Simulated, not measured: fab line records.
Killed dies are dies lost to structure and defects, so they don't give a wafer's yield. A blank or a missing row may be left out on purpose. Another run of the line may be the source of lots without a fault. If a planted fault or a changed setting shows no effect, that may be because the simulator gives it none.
fab line records	flow sky130
record: lots: 7	wafers: 21	last-day: 50
route steps=708 shown VT_ADJUST_PCH@152 SONOS_TUNNEL@154 PAD_OPEN@708
lots that met no fault: from a run of the same line without faults
start-h: start of the lot's first displayed wafer, in hours after the record's first day	wait-h: how many hours have passed since the lot's step before this one	" as in the row above	L1.1+2: a single row standing in for several wafers	- no value present, or no start provided	* or withheld: withheld	< > ~ a bound
route shown NAME@n: names a module that has steps shown in the file, with the first one's number in the route	usual: mean/standard deviation of fault-free wafers	same: alike in all rows	chamber/n: place in a boat	sites: per-site readings	_std_site: how widely they spread, as a standard deviation	_edge_site: mean of outer sites minus mean of inner sites	radius-mm: for every site, how far away it sits from the centre of the wafer	mask NAME#n: copy n	behind: the most recent tool/chamber to have shaped the wafer	hold: why the lot was held/for how many hours/how that ended	device: transistor that didn't switch, given as n, p or np	end of line: the tests these same wafers got at the end of their route	a step with no rows: only its recipe	killed: not the wafer's yield, but the dies lost to structure and defects at the first sort	map: a wafer's dies, x killed, . not, _ none there
set.NAME: the run value of the setting; set.NAME@STEP: its run value at that earlier step	model.NAME: the simulator's own value behind a step, which no gauge read
a table for each step, a row for each wafer; lots at some steps of the route
services: a tool's chamber out of use, with start hour (start-h, from the record's first day; less than 0 if before it), hours out, and reason
== steps ==
step: SKY_VT_ADJUST_PCH_STRIP_09
recipe: chemistry: O2/N2	power-w: 1400	pressure-mtorr: 1500	platen-temp-c: withheld	o2-flow-sccm: 3000	n2-flow-sccm: 300	overash-fraction: 0.5
usual: drypump-motor-current-A: 5.7/0.36	oes-product-au: 0.722/0.0049	strip-time-to-endpoint-s: 36.85/0.11
same: overash-fraction: 0.5
lot.wafer	tool	chamber	start-h	wait-h	drypump-motor-current-A	oes-product-au	rf-hours-counter-h	strip-time-to-endpoint-s
L739.4	plasma-asher-03	0	249.68	0.1	5.5	0.721	-	36.71
L739.5	"	0	"	"	5.5	0.715	-	36.68
L739.6	"	1	"	"	5.5	0.723	-	36.66
L741.1	plasma-asher-01	1	255.39	0.1	6.3	0.722	13	36.78
L741.4	"	0	"	"	5.8	0.721	-	36.82
L741.6	"	0	"	"	5.8	0.722	-	36.82
L743.1	plasma-asher-02	1	266.69	0.1	5.4	0.720	56	36.97
L743.2	"	0	"	"	5.5	0.720	56	36.99
L743.3	"	1	"	"	5.4	0.712	-	36.89
L744.1	plasma-asher-01	0	272.17	0.1	5.8	0.718	15	36.83
L744.2	"	1	"	"	6.4	0.723	15	36.76
L744.6	"	0	"	"	5.8	0.724	-	36.87
L745.2	plasma-asher-01	0	286.07	0.1	5.8	0.718	16	36.83
L745.4	"	1	"	"	6.3	0.717	-	36.82
L745.5	"	1	"	"	6.4	0.729	-	36.87
L758.1	plasma-asher-01	1	387.93	0.1	6.3	0.722	27	36.91
L758.4	"	0	"	"	5.8	0.720	-	36.96
L758.5	"	1	"	"	6.3	0.722	-	36.96
L761.1	plasma-asher-01	0	416.28	0.1	5.8	0.714	29	36.97
L761.3	"	1	"	"	6.3	0.729	-	36.92
L761.6	"	1	"	"	6.3	0.732	-	36.92
step: SKY_VT_ADJUST_PCH_TW_MEAS_10
usual: VT_ADJUST_PCH_TW: 142.3/1.9
lot.wafer	tool	chamber	start-h	wait-h	VT_ADJUST_PCH_TW
L739.4	film-metro-03	-	249.77	0.1	143.0
L739.5	"	-	"	"	142.9
L739.6	"	-	"	"	142.1
L741.1	film-metro-04	-	255.49	0.1	139.4
L741.4	"	-	"	"	139.3
L741.6	"	-	"	"	140.3
L743.1	film-metro-04	-	266.79	0.1	139.4
L743.2	"	-	"	"	138.9
L743.3	"	-	"	"	140.2
L744.1	film-metro-01	-	272.27	0.1	145.2
L744.2	"	-	"	"	144.2
L744.6	"	-	"	"	144.7
L745.2	film-metro-03	-	286.18	0.1	142.6
L745.4	"	-	"	"	141.9
L745.5	"	-	"	"	142.1
L758.1	film-metro-01	-	388.03	0.1	144.6
L758.4	"	-	"	"	144.5
L758.5	"	-	"	"	144.6
L761.1	film-metro-01	-	416.38	0.1	144.3
L761.3	"	-	"	"	144.4
L761.6	"	-	"	"	144.6
step: SKY_SONOS_TUNNEL_DEHYDRATE_00
recipe: temp-c: 200	time-s: 60
step: SKY_SONOS_TUNNEL_HMDS_01
recipe: prime-time-s: 60	prime-temp-c: 120
step: SKY_SONOS_TUNNEL_COAT_02
recipe: resist: NOVOLAK	spin-rpm: 3000	resist-thk-nm: 1140
step: SKY_SONOS_TUNNEL_SOFTBAKE_03
recipe: temp-c: 90	time-s: 60	resist: NOVOLAK
step: SKY_SONOS_TUNNEL_EXPOSE_04
recipe: mask-id: TUNM	na: 0.6	source-shape: conventional	sigma-outer: 0.6	polarization: unpolarized	target-cd-nm: 410	dose-mj: 136
step: SKY_SONOS_TUNNEL_PEB_05
recipe: temp-c: withheld	time-s: *	resist: NOVOLAK
step: SKY_SONOS_TUNNEL_DEVELOP_06
recipe: resist: NOVOLAK	developer: TMAH	develop-time-s: 60	dev-temp-c: 23
step: SKY_SONOS_TUNNEL_CD_MEAS_07
recipe: target-cd-nm: 410
usual: cd-nm: 410.6/2.4
lot.wafer	tool	chamber	start-h	wait-h	cd-nm
L739.4	cd-sem-01	-	274.11	0.1	405.9
L739.5	"	-	"	"	407.0
L739.6	"	-	"	"	406.3
L741.1	cd-sem-01	-	280.40	0.1	412.9
L741.4	"	-	"	"	412.7
L741.6	"	-	"	"	410.8
L743.1	cd-sem-02	-	291.79	0.1	408.6
L743.2	"	-	"	"	408.8
L743.3	"	-	"	"	406.1
L744.1	cd-sem-01	-	297.15	0.1	411.3
L744.2	"	-	"	"	411.3
L744.6	"	-	"	"	410.8
L745.2	cd-sem-02	-	311.71	0.1	414.4
L745.4	"	-	"	"	414.2
L745.5	"	-	"	"	412.7
L758.1	cd-sem-02	-	418.54	0.1	411.2
L758.4	"	-	"	"	412.8
L758.5	"	-	"	"	414.3
L761.1	cd-sem-02	-	447.24	0.1	414.3
L761.3	"	-	"	"	411.9
L761.6	"	-	"	"	414.2
step: SKY_SONOS_TUNNEL_OVL_MEAS_08
usual: SONOS_TUNNEL_OVL: 0.2/1.2
lot.wafer	tool	chamber	start-h	wait-h	SONOS_TUNNEL_OVL[nm]
L739.4	overlay-02	-	274.19	0.1	0.7
L739.5	"	-	"	"	1.7
L739.6	"	-	"	"	-0.2
L741.1	overlay-01	-	280.52	0.1	-0.9
L741.4	"	-	"	"	0.2
L741.6	"	-	"	"	0.5
L743.1	overlay-02	-	291.91	0.1	0.1
L743.2	"	-	"	"	0.0
L743.3	"	-	"	"	-0.3
L744.1	overlay-02	-	297.27	0.1	-1.4
L744.2	"	-	"	"	-3.6
L744.6	"	-	"	"	-1.5
L745.2	overlay-02	-	311.82	0.1	0.6
L745.4	"	-	"	"	0.0
L745.5	"	-	"	"	-0.4
L758.1	overlay-02	-	418.66	0.1	0.1
L758.4	"	-	"	"	-1.5
L758.5	"	-	"	"	-1.4
L761.1	overlay-02	-	447.36	0.1	2.2
L761.3	"	-	"	"	0.0
L761.6	"	-	"	"	-0.9
step: SKY_SONOS_TUNNEL_IMPLANT_09
recipe: species: B	energy-kev: 20	dose-cm2: 1e+12	tilt-deg: withheld
step: SKY_SONOS_TUNNEL_WET_ETCH_10
recipe: chemistry: dHF	target-depth-nm: 14	target: SiO2	dilution: 100:1	temp-c: 25	time-s: 280
usual: bath-heat-duty-pct: 6.2/0.95	run-length-s: 308/4
lot.wafer	tool	chamber	start-h	wait-h	bath-heat-duty-pct	run-length-s
L739.4	wet-bench-01	3	274.36	0.1	6.4	306
L739.5	"	3	"	"	7.5	306
L739.6	"	3	"	"	7.8	306
L741.1	wet-bench-01	0	280.71	0.1	6.6	314
L741.4	"	0	"	"	6.5	314
L741.6	"	0	"	"	5.3	314
L743.1	wet-bench-04	3	292.10	0.1	-	-
L743.2	"	3	"	"	-	-
L743.3	"	3	"	"	-	-
L744.1	wet-bench-01	1	297.46	0.1	-	-
L744.2	"	1	"	"	-	-
L744.6	"	1	"	"	-	-
L745.2	wet-bench-01	2	312.00	0.1	-	-
L745.4	"	2	"	"	-	-
L745.5	"	2	"	"	-	-
L758.1	wet-bench-02	1	418.85	0.1	5.8	313
L758.4	"	1	"	"	6.2	313
L758.5	"	1	"	"	6.4	313
L761.1	wet-bench-01	2	447.54	0.1	5.8	305
L761.3	"	2	"	"	5.6	305
L761.6	"	2	"	"	6.0	305
step: SKY_SONOS_TUNNEL_STRIP_11
recipe: chemistry: SPM	time-s: 600	temp-c: 130
step: SKY_PAD_OPEN_PROBE_99
usual: killed_at_M0_to_M3: 44/7.1	killed_at_M4_up: 3.0/1.9	killed-at-contacts: 25/5.6	killed-at-front-end: 14/4.1	killed-at-other: 0.2/0.44	killed-dies: 86/9.1	killed-on-rim: 17/3.7	killed-open: 47/7.4	killed-short: 39/5.7
same: gross-dies: 492	killed-at-back-side: 0
lot.wafer	tool	chamber	start-h	wait-h	hold	killed_at_M0_to_M3	killed_at_M4_up	killed-at-contacts	killed-at-front-end	killed-at-other	killed-dies	killed-on-rim	killed-open	killed-short
L739.4	prober-02	-	1095.72	0.2	-	36	4	37	23	0	100	18	55	45
L739.5	prober-02	-	1095.77	0.2	-	39	1	27	12	0	79	17	48	31
L739.6	prober-02	-	1095.82	0.2	-	45	6	29	15	0	95	17	59	36
L741.1	prober-01	-	1102.34	0.1	-	36	1	23	15	0	75	13	43	32
L741.4	prober-01	-	1102.49	0.2	-	45	0	21	15	1	82	11	42	40
L741.6	prober-01	-	1102.59	0.2	-	63	5	26	7	1	102	16	61	41
L743.1	prober-02	-	1103.59	0.1	await-dispo/4.3h/scrap	46	2	22	421	1	492	96	43	37
L743.2	prober-02	-	1103.64	0.1	await-dispo/4.3h/scrap	35	7	20	430	0	492	96	38	36
L743.3	prober-02	-	1103.69	0.2	await-dispo/4.3h/scrap	40	5	26	421	0	492	96	49	36
L744.1	prober-01	-	1108.95	0.1	await-dispo/1.4h/scrap	41	0	27	424	0	492	96	47	35
L744.2	prober-01	-	1109.00	0.1	await-dispo/1.4h/scrap	58	4	27	403	0	492	96	58	43
L744.6	prober-01	-	1109.20	0.2	await-dispo/1.4h/scrap	45	0	18	429	0	492	96	49	34
L745.2	prober-02	-	1119.40	0.1	await-dispo/3.2h/scrap	48	4	24	415	1	492	96	53	35
L745.4	prober-02	-	1119.50	0.2	await-dispo/3.2h/scrap	38	3	33	418	0	492	96	46	40
L745.5	prober-02	-	1119.55	0.2	await-dispo/3.2h/scrap	45	7	21	419	0	492	96	35	44
L758.1	prober-01	-	1184.05	0.1	-	48	5	24	12	0	89	14	46	43
L758.4	prober-01	-	1184.20	0.2	-	47	4	29	14	0	94	21	63	31
L758.5	prober-01	-	1184.25	0.2	-	39	0	31	9	0	79	14	47	32
L761.1	prober-02	-	1208.20	0.1	-	44	1	24	26	0	95	13	55	40
L761.3	prober-02	-	1208.30	0.2	-	44	5	16	20	0	85	17	46	39
L761.6	prober-02	-	1208.45	0.2	-	46	1	25	16	0	88	10	51	37
killed by level:class
L739.4 LI_CONTACT:geometric-particle:open=16 VIA1:geometric-particle:open=12 POLY_GATE:geometric-particle:short=9 FIELD_ISO:geometric-particle:open=7 LOCAL_INTERCONNECT:geometric-particle:short=7 CONTACT:geometric-particle:open=7 CONTACT:geometric-particle:short=5 FIELD_ISO:geometric-particle:short=4
L739.5 CONTACT:geometric-particle:open=9 VIA2:geometric-particle:open=8 LI_CONTACT:geometric-particle:open=6 LOCAL_INTERCONNECT:geometric-particle:short=6 VIA3:geometric-particle:open=6 VIA1:geometric-particle:open=5 VIA2:geometric-particle:short=5 CONTACT:geometric-particle:short=4
L739.6 CONTACT:geometric-particle:open=11 VIA1:geometric-particle:open=10 VIA3:geometric-particle:open=9 LI_CONTACT:geometric-particle:open=9 VIA2:geometric-particle:open=8 VIA1:geometric-particle:short=6 METAL4:geometric-particle:short=6 FIELD_ISO:geometric-particle:open=5
L741.1 VIA1:geometric-particle:open=8 VIA3:geometric-particle:open=8 CONTACT:geometric-particle:open=7 LOCAL_INTERCONNECT:geometric-particle:short=6 VIA2:geometric-particle:open=6 FIELD_ISO:geometric-particle:short=5 LI_CONTACT:geometric-particle:open=5 FIELD_ISO:geometric-particle:open=4
L741.4 VIA1:geometric-particle:open=10 LI_CONTACT:geometric-particle:open=8 VIA3:geometric-particle:open=7 METAL1:geometric-particle:short=6 VIA2:geometric-particle:short=6 POLY_GATE:geometric-particle:short=5 METAL2:geometric-particle:short=5 FIELD_ISO:geometric-particle:open=4
L741.6 VIA1:geometric-particle:open=17 CONTACT:geometric-particle:open=11 LI_CONTACT:geometric-particle:open=9 VIA3:geometric-particle:open=8 VIA1:geometric-particle:short=8 METAL2:geometric-particle:short=6 VIA2:geometric-particle:open=6 METAL1:geometric-particle:short=5
L743.1 SONOS_TUNNEL:area-etch=412 VIA1:geometric-particle:open=9 VIA2:geometric-particle:open=8 LI_CONTACT:geometric-particle:open=7 CONTACT:geometric-particle:open=5 METAL2:geometric-particle:short=5 LOCAL_INTERCONNECT:geometric-particle:short=4 METAL3:geometric-particle:short=4
L743.2 SONOS_TUNNEL:area-etch=418 CONTACT:geometric-particle:open=9 VIA1:geometric-particle:open=8 METAL1:geometric-particle:short=7 METAL4:geometric-particle:short=6 VIA2:geometric-particle:open=5 VIA3:geometric-particle:open=5 POLY_GATE:geometric-particle:open=4
L743.3 SONOS_TUNNEL:area-etch=407 VIA1:geometric-particle:open=13 LI_CONTACT:geometric-particle:open=9 CONTACT:geometric-particle:open=8 VIA3:geometric-particle:short=6 VIA3:geometric-particle:open=5 FIELD_ISO:geometric-particle:short=4 POLY_GATE:geometric-particle:open=4
L744.1 SONOS_TUNNEL:area-etch=410 CONTACT:geometric-particle:open=12 VIA3:geometric-particle:open=11 VIA1:geometric-particle:open=9 VIA1:geometric-particle:short=5 LI_CONTACT:geometric-particle:open=4 LOCAL_INTERCONNECT:geometric-particle:short=4 METAL2:geometric-particle:short=4
L744.2 SONOS_TUNNEL:area-etch=391 LI_CONTACT:geometric-particle:open=11 VIA1:geometric-particle:open=11 METAL2:geometric-particle:short=9 CONTACT:geometric-particle:open=8 VIA2:geometric-particle:open=8 VIA3:geometric-particle:short=6 METAL1:geometric-particle:short=6
L744.6 SONOS_TUNNEL:area-etch=409 VIA1:geometric-particle:open=14 LI_CONTACT:geometric-particle:open=9 FIELD_ISO:geometric-particle:short=6 VIA3:geometric-particle:open=6 VIA2:geometric-particle:open=5 FIELD_ISO:geometric-particle:open=4 VIA1:geometric-particle:short=4
L745.2 SONOS_TUNNEL:area-etch=404 VIA1:geometric-particle:open=14 CONTACT:geometric-particle:open=9 LI_CONTACT:geometric-particle:open=8 VIA3:geometric-particle:open=7 METAL1:geometric-particle:short=6 VIA1:geometric-particle:short=5 VIA3:geometric-particle:short=4
L745.4 SONOS_TUNNEL:area-etch=406 LI_CONTACT:geometric-particle:open=10 CONTACT:geometric-particle:open=9 METAL2:geometric-particle:short=8 LOCAL_INTERCONNECT:geometric-particle:short=7 VIA2:geometric-particle:open=7 CONTACT:geometric-particle:short=6 VIA1:geometric-particle:open=6
L745.5 SONOS_TUNNEL:area-etch=413 VIA1:geometric-particle:open=7 VIA1:geometric-particle:short=7 METAL2:geometric-particle:short=7 METAL4:geometric-particle:short=7 CONTACT:geometric-particle:open=6 LI_CONTACT:geometric-particle:open=5 VIA2:geometric-particle:open=5
L758.1 VIA1:geometric-particle:open=10 CONTACT:geometric-particle:open=9 CONTACT:geometric-particle:short=7 VIA1:geometric-particle:short=7 VIA2:geometric-particle:open=7 METAL1:geometric-particle:short=6 VIA3:geometric-particle:open=6 FIELD_ISO:geometric-particle:open=5
L758.4 VIA1:geometric-particle:open=13 CONTACT:geometric-particle:open=12 LI_CONTACT:geometric-particle:open=9 VIA2:geometric-particle:open=7 POLY_GATE:geometric-particle:open=5 VIA3:geometric-particle:open=5 VIA1:geometric-particle:short=5 METAL2:geometric-particle:short=5
L758.5 VIA1:geometric-particle:open=11 CONTACT:geometric-particle:open=10 CONTACT:geometric-particle:short=9 LI_CONTACT:geometric-particle:open=7 VIA3:geometric-particle:open=6 VIA2:geometric-particle:open=5 FIELD_ISO:geometric-particle:short=4 VIA1:geometric-particle:short=4
L761.1 FIELD_ISO:geometric-particle:open=12 VIA1:geometric-particle:open=12 CONTACT:geometric-particle:open=8 FIELD_ISO:geometric-particle:short=6 METAL2:geometric-particle:short=6 LI_CONTACT:geometric-particle:short=5 LI_CONTACT:geometric-particle:open=5 LOCAL_INTERCONNECT:geometric-particle:short=5
L761.3 VIA1:geometric-particle:open=13 METAL2:geometric-particle:short=9 FIELD_ISO:geometric-particle:short=6 VIA3:geometric-particle:open=6 LI_CONTACT:geometric-particle:open=6 FIELD_ISO:geometric-particle:open=4 CONTACT:geometric-particle:open=4 METAL1:geometric-particle:short=4
L761.6 VIA1:geometric-particle:open=15 VIA2:geometric-particle:open=9 CONTACT:geometric-particle:open=8 LI_CONTACT:geometric-particle:open=5 CONTACT:geometric-particle:short=5 METAL2:geometric-particle:short=5 FIELD_ISO:geometric-particle:open=4 POLY_GATE:geometric-particle:open=4
map L743.1 (x killed, . not)
__________xxxxxxxxxx_________
________xxxxxxxxxxxxxx_______
______xxxxxxxxxxxxxxxxxx_____
_____xxxxxxxxxxxxxxxxxxxx____
____xxxxxxxxxxxxxxxxxxxxxx___
___xxxxxxxxxxxxxxxxxxxxxxxx__
__xxxxxxxxxxxxxxxxxxxxxxxxxx_
_xxxxxxxxxxxxxxxxxxxxxxxxxxxx
_xxxxxxxxxxxxxxxxxxxxxxxxxxxx
_xxxxxxxxxxxxxxxxxxxxxxxxxxxx
_xxxxxxxxxxxxxxxxxxxxxxxxxxxx
_xxxxxxxxxxxxxxxxxxxxxxxxxxxx
_xxxxxxxxxxxxxxxxxxxxxxxxxxxx
_xxxxxxxxxxxxxxxxxxxxxxxxxxxx
_xxxxxxxxxxxxxxxxxxxxxxxxxxxx
__xxxxxxxxxxxxxxxxxxxxxxxxxx_
___xxxxxxxxxxxxxxxxxxxxxxxx__
____xxxxxxxxxxxxxxxxxxxxxx___
_____xxxxxxxxxxxxxxxxxxxx____
______xxxxxxxxxxxxxxxxxx_____
________xxxxxxxxxxxxxx_______
__________xxxxxxxxxx_________
map L744.1 (x killed, . not)
__________xxxxxxxxxx_________
________xxxxxxxxxxxxxx_______
______xxxxxxxxxxxxxxxxxx_____
_____xxxxxxxxxxxxxxxxxxxx____
____xxxxxxxxxxxxxxxxxxxxxx___
___xxxxxxxxxxxxxxxxxxxxxxxx__
__xxxxxxxxxxxxxxxxxxxxxxxxxx_
_xxxxxxxxxxxxxxxxxxxxxxxxxxxx
_xxxxxxxxxxxxxxxxxxxxxxxxxxxx
_xxxxxxxxxxxxxxxxxxxxxxxxxxxx
_xxxxxxxxxxxxxxxxxxxxxxxxxxxx
_xxxxxxxxxxxxxxxxxxxxxxxxxxxx
_xxxxxxxxxxxxxxxxxxxxxxxxxxxx
_xxxxxxxxxxxxxxxxxxxxxxxxxxxx
_xxxxxxxxxxxxxxxxxxxxxxxxxxxx
__xxxxxxxxxxxxxxxxxxxxxxxxxx_
___xxxxxxxxxxxxxxxxxxxxxxxx__
____xxxxxxxxxxxxxxxxxxxxxx___
_____xxxxxxxxxxxxxxxxxxxx____
______xxxxxxxxxxxxxxxxxx_____
________xxxxxxxxxxxxxx_______
__________xxxxxxxxxx_________
== services ==
tool	chamber	start-h	hours	kind
wet-bench-02	-	257.45	1.9	pm
plasma-asher-03	-	306.76	8.0	repair
wet-bench-04	-	313.86	2.4	repair
plasma-asher-02	-	343.67	8.5	repair
wet-bench-01	-	399.34	1.9	pm
plasma-asher-02	-	421.25	9.0	pm
plasma-asher-02	0	421.25	9.0	vent-cycle
plasma-asher-02	1	421.25	9.0	vent-cycle
plasma-asher-02	0	430.25	-	clean
plasma-asher-02	1	430.25	-	clean
== key ==
first-sign: step: SKY_SONOS_TUNNEL_WET_ETCH_10	reading: tool-record	direction: missing
effect: step: SKY_PAD_OPEN_PROBE_99	reading: killed-at-front-end	direction: up	sigmas: 98	usual: 14	struck: 420
more-kills-born-at: SKY_SONOS_TUNNEL_WET_ETCH_10@wet-bench-01: 2433	SKY_SONOS_TUNNEL_WET_ETCH_10@wet-bench-04: 1237
met-at SKY_SONOS_TUNNEL_WET_ETCH_10
struck-wafers L743.1,L743.2,L743.3,L744.1,L744.2,L744.6,L745.2,L745.4,L745.5
later-rows-left-out L743.1,L743.2,L743.3,L744.1,L744.2,L744.6,L745.2,L745.4,L745.5
tester-left-out L743,L744,L745
onset-between 280.71 292.10
fault: kind: skipped-step-whole	tool: wet-bench-01,wet-bench-04	chamber: -	onset-h: 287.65	steps: SKY_SONOS_TUNNEL_WET_ETCH_10	scope: struck-lots-only
tester-left-out: of these lots the tester's yield and bins aren't shown, on N5 and GAA mostly nor the transistor test; their killed dies are dies lost to structure and defects alone, not to doping, threshold or leakage, so they don't give the yield
later-rows-left-out: the simulator's readings of these wafers behind a module that went badly wrong aren't trusted and aren't shown, but for the sort
